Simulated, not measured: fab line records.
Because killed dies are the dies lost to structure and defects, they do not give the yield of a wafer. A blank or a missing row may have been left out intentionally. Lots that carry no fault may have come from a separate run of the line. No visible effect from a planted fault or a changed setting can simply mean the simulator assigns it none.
Chamber matching | flow sfqLine | SFQ_TRILAYER_I1_CMP_CMP_046 on cmp-02 has 4 sister chambers
The step polishes SiO2. 16 wafers are shown with their chamber, then 8 later ones without.

== WAFERS WITH THEIR CHAMBER ==
wafer  | chamber | motorCurrentA (A) | timeToEndpointS (s)
L570.4 | 0       | 10.3              | 212
L570.5 | 0       | 10.4              | 210
L570.6 | 1       | 10.9              | 217
L571.3 | 0       | 10.5              | 203
L571.4 | 1       | 10.7              | 216
L571.5 | 0       | 11.3              | 202
L572.4 | 2       | 10.0              | 232
L572.3 | 0       | 10.6              | 214
L572.6 | 3       | 7.7               | 216
L575.2 | 3       | 7.5               | 219
L575.5 | 2       | 9.0               | 232
L575.6 | 3       | 7.4               | 225
L579.1 | 0       | 10.8              | 208
L579.3 | 3       | 7.4               | 208
L579.5 | 2       | 10.3              | 217
L581.2 | 1       | 11.2              | 210

SIGNATURES (averages over the wafers above)
reading         | chamber 0 | chamber 1 | chamber 2 | chamber 3 | scatter within a chamber
motorCurrentA   | 10.650    | 10.933    | 9.767     | 7.500     | 0.384
timeToEndpointS | 208.17    | 214.33    | 227.00    | 217.00    | 6.09
Rule: a wafer lies at a distance from a chamber equal to the root of the sum of squares, over the readings, of (its reading less the chamber's mean, divided by the reading's scatter). If the next closest chamber is less than 2 further off than the closest, the wafer can't be placed; otherwise it belongs to the closest. How the scatter is found: for the shown wafers, subtract from each reading the mean of its chamber, square and add these, divide the total by (wafers less chambers), then take the root.

== WAFERS WITHOUT THEIR CHAMBER ==
wafer  | motorCurrentA (A) | timeToEndpointS (s)
L581.1 | 8.0               | 208
L581.4 | 10.6              | 212
L586.4 | 10.9              | 204
L586.5 | 7.5               | 204
L586.6 | 10.3              | 208
L590.2 | 11.4              | 204
L590.3 | 7.9               | 217
L590.5 | 10.1              | 218

== CHAMBER TAKEN BY EACH ==
wafer  | from the rows above          | in truth
L581.1 | 3                            | 3
L581.4 | can't be placed: 0 or 1      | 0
L586.4 | can't be placed: 0 or 1      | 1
L586.5 | 3                            | 3
L586.6 | can't be placed: 0 or 1      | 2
L590.2 | can't be placed: 0 or 1      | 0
L590.3 | 3                            | 3
L590.5 | can't be placed: 2 or 0 or 1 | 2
3 of 8 placed correctly. Not placeable from these rows: 5 (in 4, the candidates include the true chamber). 0 placed wrongly.
